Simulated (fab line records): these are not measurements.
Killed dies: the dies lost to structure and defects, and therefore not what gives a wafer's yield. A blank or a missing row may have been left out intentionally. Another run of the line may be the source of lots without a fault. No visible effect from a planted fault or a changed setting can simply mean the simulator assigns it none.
fab line records ; flow sky130
record: lots: 12; wafers: 36; last-day: 50
route steps=708 shown SD_P@330 LI_CONTACT@382 CONTACT@409
lots untouched by any fault: they come from a run of this same line in which no faults occurred
start-h: hours from the record's first day to the start of the lot's first wafer shown ; wait-h: hours elapsed since this lot's preceding step ; " repeats the value in the row above ; L1.1+2: a row that stands for several wafers ; - no value present, or no start provided ; * or withheld: withheld ; < > ~ a bound
route shown NAME@n: NAME is a module with steps in the file, n the number in the route of the first one ; usual: mean/standard deviation of fault-free wafers ; same: alike in all rows ; chamber/n: place in a boat ; sites: readings site by site ; _std_site: standard deviation of those values ; _edge_site: outer sites' mean less inner sites' ; radius-mm: how far each site lies from the wafer's centre ; mask NAME#n: copy n ; behind: the tool/chamber that last shaped the wafer ; hold: what put the lot on hold/how long, in hours/how the hold closed ; device: transistor that didn't switch, given as n, p or np ; end of line: the route-end tests of the same wafers ; where a step has no rows: the recipe by itself ; killed: dies that structure and defects cost at the first sort, which is not the same as the wafer's yield ; map: per-die view of a wafer (x killed, . not killed, _ where there is no die)
set.NAME: the setting as run; set.NAME@STEP: as run at that earlier step ; model.NAME: the simulator's own value behind a step, which no gauge read
the route's steps for a sample of lots (tables are steps, rows are wafers)
services: when a tool's chamber went out of use (start-h, in hours from the record's first day, below 0 if earlier), for how many hours, and the reason
== steps ==
step: SKY_SD_P_STRIP_10
recipe: chemistry: O2/N2; power-w: 1400; pressure-mtorr: 1500; platen-temp-c: withheld; o2-flow-sccm: 3000; n2-flow-sccm: 300; overash-fraction: 0.5
usual: chamber-pressure-mTorr: 1500.0/1.3; drypump-motor-current-A: 5.90/0.28; oes-product-au: 0.618/0.0047; strip-time-to-endpoint-s: 17.51/0.038
same: overash-fraction: 0.5
lot.wafer;tool;chamber;start-h;wait-h;chamber-pressure-mTorr;drypump-motor-current-A;oes-product-au;rf-hours-counter-h;strip-time-to-endpoint-s
L883.1;plasma-asher-03;0;589.80;0.1;1501.6;5.71;0.612;44;17.53
L883.3;plasma-asher-03;1;589.80;0.1;1500.8;6.16;0.621;-;17.55
L883.5;plasma-asher-03;1;589.80;0.1;1499.8;6.16;0.621;-;17.54
L894.1;plasma-asher-01;1;684.50;0.1;1500.2;5.47;0.623;99;17.54
L894.3;plasma-asher-01;0;684.50;0.1;1499.9;5.82;0.620;-;17.46
L894.5;plasma-asher-01;0;684.50;0.1;1500.2;5.82;0.624;-;17.50
L895.2;plasma-asher-04;1;691.49;0.1;1500.0;6.08;0.617;27;17.49
L895.4;plasma-asher-04;0;691.49;0.1;1501.8;6.20;0.605;-;17.58
L895.5;plasma-asher-04;1;691.49;0.1;1499.2;6.10;0.618;-;17.56
L897.1;plasma-asher-01;0;709.19;0.1;1500.2;5.78;0.616;102;17.47
L897.3;plasma-asher-01;1;709.19;0.1;1497.4;5.46;0.625;-;17.47
L897.6;plasma-asher-01;0;709.19;0.1;1500.8;5.78;0.624;-;17.50
L898.3;plasma-asher-03;1;724.12;0.1;1498.7;6.17;0.615;-;17.48
L898.4;plasma-asher-03;0;724.12;0.1;1500.4;5.71;0.618;-;17.45
L898.5;plasma-asher-03;0;724.12;0.1;1500.5;5.70;0.618;-;17.45
L900.1;plasma-asher-03;0;734.14;0.1;1498.2;5.69;0.618;58;17.49
L900.4;plasma-asher-03;0;734.14;0.1;1498.4;5.69;0.609;-;17.48
L900.5;plasma-asher-03;1;734.14;0.1;1500.6;6.16;0.617;-;17.49
L901.3;plasma-asher-04;0;736.48;0.1;1499.5;6.24;0.622;-;17.53
L901.4;plasma-asher-04;1;736.48;0.1;1499.6;6.11;0.616;-;17.55
L901.5;plasma-asher-04;1;736.48;0.1;1502.7;6.11;0.616;-;17.52
L902.3;plasma-asher-01;1;746.77;0.1;1500.1;5.49;0.618;-;17.51
L902.4;plasma-asher-01;0;746.77;0.1;1500.4;5.82;0.611;-;17.50
L902.6;plasma-asher-01;1;746.77;0.1;1502.1;5.49;0.620;-;17.50
L903.1;plasma-asher-04;1;753.69;0.1;1500.0;6.12;0.610;33;17.43
L903.3;plasma-asher-04;0;753.69;0.1;1501.3;6.24;0.619;-;17.47
L903.5;plasma-asher-04;0;753.69;0.1;1499.5;6.25;0.621;-;17.45
L904.1;plasma-asher-03;0;765.75;0.1;1497.4;5.70;0.615;61;17.43
L904.4;plasma-asher-03;1;765.75;0.1;1500.6;6.17;0.617;-;17.48
L904.6;plasma-asher-03;1;765.75;0.1;1500.9;6.19;0.626;-;17.54
L905.1;plasma-asher-03;0;780.19;0.1;1502.9;5.73;0.622;63;17.52
L905.5;plasma-asher-03;0;780.19;0.1;1499.4;5.72;0.623;-;17.50
L905.6;plasma-asher-03;1;780.19;0.1;1501.5;6.18;0.618;-;17.45
L906.3;plasma-asher-03;1;788.23;0.1;1499.9;6.20;0.616;-;17.61
L906.4;plasma-asher-03;0;788.23;0.1;1497.4;5.72;0.625;-;17.58
L906.5;plasma-asher-03;0;788.23;0.1;1499.7;5.72;0.622;-;17.52
step: SKY_LI_CONTACT_SPUTTER_20
recipe: material: TiN; target-thk-nm: 20; chamber-pressure-pa: 5; power-w: 4000; time-s: 80
usual: chamber-pressure-pa: 4.999/0.0098; throttle-valve-pct: 29.7/1.2
lot.wafer;tool;chamber;start-h;wait-h;chamber-pressure-pa;throttle-valve-pct
L883.1;pvd-sputter-01;-;678.58;0.0;5.011;26.6
L883.3;pvd-sputter-01;-;678.58;0.0;4.981;29.2
L883.5;pvd-sputter-01;-;678.58;0.0;4.987;26.5
L894.1;pvd-sputter-01;-;769.00;0.0;4.264;32.7
L894.3;pvd-sputter-01;-;769.00;0.0;5.001;26.5
L894.5;pvd-sputter-01;-;769.00;0.0;4.989;29.3
L895.2;pvd-sputter-01;-;776.58;0.0;5.002;29.1
L895.4;pvd-sputter-01;-;776.58;0.0;5.005;26.6
L895.5;pvd-sputter-01;-;776.58;0.0;4.264;32.7
L897.1;pvd-sputter-04;-;791.86;0.0;4.995;29.4
L897.3;pvd-sputter-04;-;791.86;0.0;4.997;29.9
L897.6;pvd-sputter-04;-;791.86;0.0;4.983;29.4
L898.3;pvd-sputter-04;-;806.55;0.0;5.002;30.8
L898.4;pvd-sputter-04;-;806.55;0.0;5.014;30.0
L898.5;pvd-sputter-04;-;806.55;0.0;4.989;30.0
L900.1;pvd-sputter-02;-;816.51;0.0;5.007;31.1
L900.4;pvd-sputter-02;-;816.51;0.0;5.005;30.3
L900.5;pvd-sputter-02;-;816.51;0.0;4.998;30.5
L901.3;pvd-sputter-02;-;817.69;0.0;4.996;30.3
L901.4;pvd-sputter-02;-;817.69;0.0;4.998;31.1
L901.5;pvd-sputter-02;-;817.69;0.0;5.001;30.8
L902.3;pvd-sputter-04;-;829.61;0.0;4.992;30.9
L902.4;pvd-sputter-04;-;829.61;0.0;5.007;29.5
L902.6;pvd-sputter-04;-;829.61;0.0;4.996;29.3
L903.1;pvd-sputter-01;-;835.86;0.0;4.990;29.2
L903.3;pvd-sputter-01;-;835.86;0.0;5.000;30.0
L903.5;pvd-sputter-01;-;835.86;0.0;4.999;26.3
L904.1;pvd-sputter-01;-;847.03;0.0;4.996;26.3
L904.4;pvd-sputter-01;-;847.03;0.0;4.985;29.4
L904.6;pvd-sputter-01;-;847.03;0.0;4.985;29.2
L905.1;pvd-sputter-02;-;861.06;0.0;4.991;30.7
L905.5;pvd-sputter-02;-;861.06;0.0;4.997;31.0
L905.6;pvd-sputter-02;-;861.06;0.0;4.976;30.4
L906.3;pvd-sputter-04;-;868.47;0.0;4.985;30.1
L906.4;pvd-sputter-04;-;868.47;0.0;4.985;29.8
L906.5;pvd-sputter-04;-;868.47;0.0;4.980;30.5
step: SKY_CONTACT_THK_MEAS_03
recipe: reads: SiO2_of_CONTACT_HDPCVD_02
usual: CONTACT_HDPCVD_THK: 572/6.6
lot.wafer;tool;chamber;start-h;wait-h;CONTACT_HDPCVD_THK[nm]
L883.1;film-metro-04;-;708.50;0.1;563
L883.3;film-metro-04;-;708.50;0.1;565
L883.5;film-metro-04;-;708.50;0.1;566
L894.1;film-metro-04;-;797.11;0.1;571
L894.3;film-metro-04;-;797.11;0.1;565
L894.5;film-metro-04;-;797.11;0.1;582
L895.2;film-metro-02;-;805.02;0.0;578
L895.4;film-metro-02;-;805.02;0.0;580
L895.5;film-metro-02;-;805.02;0.0;576
L897.1;film-metro-01;-;819.36;0.0;569
L897.3;film-metro-01;-;819.36;0.0;575
L897.6;film-metro-01;-;819.36;0.0;566
L898.3;film-metro-04;-;835.74;0.1;579
L898.4;film-metro-04;-;835.74;0.1;566
L898.5;film-metro-04;-;835.74;0.1;573
L900.1;film-metro-02;-;844.66;0.0;576
L900.4;film-metro-02;-;844.66;0.0;578
L900.5;film-metro-02;-;844.66;0.0;569
L901.3;film-metro-04;-;846.52;0.1;572
L901.4;film-metro-04;-;846.52;0.1;580
L901.5;film-metro-04;-;846.52;0.1;575
L902.3;film-metro-02;-;857.98;0.1;573
L902.4;film-metro-02;-;857.98;0.1;571
L902.6;film-metro-02;-;857.98;0.1;574
L903.1;film-metro-01;-;863.37;0.0;564
L903.3;film-metro-01;-;863.37;0.0;567
L903.5;film-metro-01;-;863.37;0.0;564
L904.1;film-metro-01;-;875.12;0.0;573
L904.4;film-metro-01;-;875.12;0.0;570
L904.6;film-metro-01;-;875.12;0.0;570
L905.1;film-metro-02;-;889.16;0.0;568
L905.5;film-metro-02;-;889.16;0.0;569
L905.6;film-metro-02;-;889.16;0.0;574
L906.3;film-metro-04;-;895.92;0.1;556
L906.4;film-metro-04;-;895.92;0.1;573
L906.5;film-metro-04;-;895.92;0.1;562
step: SKY_CONTACT_SPUTTER_23
recipe: material: TiN; target-thk-nm: 20; chamber-pressure-pa: 5; power-w: 4000; time-s: 80
usual: chamber-pressure-pa: 5.000/0.0095; throttle-valve-pct: 30.4/0.75
lot.wafer;tool;chamber;start-h;wait-h;chamber-pressure-pa;throttle-valve-pct
L883.1;pvd-sputter-02;-;738.42;0.0;4.985;30.5
L883.3;pvd-sputter-02;-;738.42;0.0;5.002;30.6
L883.5;pvd-sputter-02;-;738.42;0.0;5.005;30.7
L894.1;pvd-sputter-02;-;824.56;0.0;4.999;30.3
L894.3;pvd-sputter-02;-;824.56;0.0;4.981;30.9
L894.5;pvd-sputter-02;-;824.56;0.0;5.007;30.5
L895.2;pvd-sputter-04;-;832.59;0.0;5.003;30.9
L895.4;pvd-sputter-04;-;832.59;0.0;4.999;29.7
L895.5;pvd-sputter-04;-;832.59;0.0;4.976;29.6
L897.1;pvd-sputter-02;-;846.85;0.0;4.996;31.0
L897.3;pvd-sputter-02;-;846.85;0.0;5.002;30.4
L897.6;pvd-sputter-02;-;846.85;0.0;4.994;30.4
L898.3;pvd-sputter-02;-;863.12;0.0;5.000;30.3
L898.4;pvd-sputter-02;-;863.12;0.0;4.999;30.6
L898.5;pvd-sputter-02;-;863.12;0.0;4.999;31.3
L900.1;pvd-sputter-04;-;871.18;0.0;4.988;30.6
L900.4;pvd-sputter-04;-;871.18;0.0;5.007;29.4
L900.5;pvd-sputter-04;-;871.18;0.0;5.000;29.7
L901.3;pvd-sputter-02;-;874.10;0.0;5.013;31.0
L901.4;pvd-sputter-02;-;874.10;0.0;5.010;31.1
L901.5;pvd-sputter-02;-;874.10;0.0;4.989;30.4
L902.3;pvd-sputter-03;-;884.81;0.0;4.988;28.3
L902.4;pvd-sputter-03;-;884.81;0.0;4.988;31.3
L902.6;pvd-sputter-03;-;884.81;0.0;5.000;28.2
L903.1;pvd-sputter-03;-;890.28;0.0;5.011;31.7
L903.3;pvd-sputter-03;-;890.28;0.0;4.987;31.1
L903.5;pvd-sputter-03;-;890.28;0.0;4.998;31.0
L904.1;pvd-sputter-02;-;902.57;0.0;5.002;30.2
L904.4;pvd-sputter-02;-;902.57;0.0;5.007;31.3
L904.6;pvd-sputter-02;-;902.57;0.0;4.993;31.1
L905.1;pvd-sputter-02;-;915.83;0.0;5.003;31.0
L905.5;pvd-sputter-02;-;915.83;0.0;5.013;30.9
L905.6;pvd-sputter-02;-;915.83;0.0;5.002;31.2
L906.3;pvd-sputter-02;-;922.32;0.0;4.995;30.4
L906.4;pvd-sputter-02;-;922.32;0.0;4.993;30.8
L906.5;pvd-sputter-02;-;922.32;0.0;4.987;30.5
== services ==
tool;chamber;start-h;hours;kind
pvd-sputter-02;-;572.12;4.3;repair
pvd-sputter-02;-;581.47;21.8;repair
pvd-sputter-04;-;623.18;1.7;repair
plasma-asher-03;-;643.88;1.2;repair
pvd-sputter-01;-;651.27;3.5;repair
pvd-sputter-02;-;651.73;5.1;repair
pvd-sputter-02;-;652.96;1.5;repair
plasma-asher-01;-;661.18;11.0;repair
plasma-asher-03;-;674.02;4.0;pm
pvd-sputter-03;-;685.14;5.6;repair
plasma-asher-04;-;724.47;0.4;repair
plasma-asher-01;-;733.75;9.0;pm
plasma-asher-01;0;733.75;9.0;vent-cycle
plasma-asher-01;1;733.75;9.0;vent-cycle
plasma-asher-01;0;742.75;-;clean
plasma-asher-01;1;742.75;-;clean
plasma-asher-04;-;743.99;3.5;repair
plasma-asher-01;-;774.43;13.9;repair
plasma-asher-04;-;801.75;8.8;repair
pvd-sputter-04;-;833.94;1.9;repair
pvd-sputter-01;-;866.96;4.5;repair
pvd-sputter-04;-;876.63;1.0;repair
pvd-sputter-02;-;883.16;9.8;repair
plasma-asher-04;-;884.83;2.8;pm
== key ==
first-sign: step: SKY_LI_CONTACT_SPUTTER_20; reading: chamber-pressure-pa; direction: down; sigmas: 75; usual: 4.999; struck: 4.264
effect none on later readings
met-at SKY_LI_CONTACT_SPUTTER_20
struck-lots L894,L895
struck-wafers L894.1,L895.5
tester-left-out L894,L895
not-acting-at SKY_SD_P_STRIP_10,SKY_CONTACT_THK_MEAS_03,SKY_CONTACT_SPUTTER_23
fault: kind: process-parameter-drift; tool: pvd-sputter-01; chamber: -; onset-h: 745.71; steps: SKY_LI_CONTACT_SPUTTER_20; channel: chamber-pressure-pa; offset: -0.72446; shape: step; end-h: 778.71; acts-in: these-recipes-only; stated: 5; scope: struck-wafers-only
tester-left-out: of these lots the tester's yield and bins aren't shown, on N5 and GAA mostly nor the transistor test; their killed dies are dies lost to structure and defects alone, not to doping, threshold or leakage, so they don't give the yield
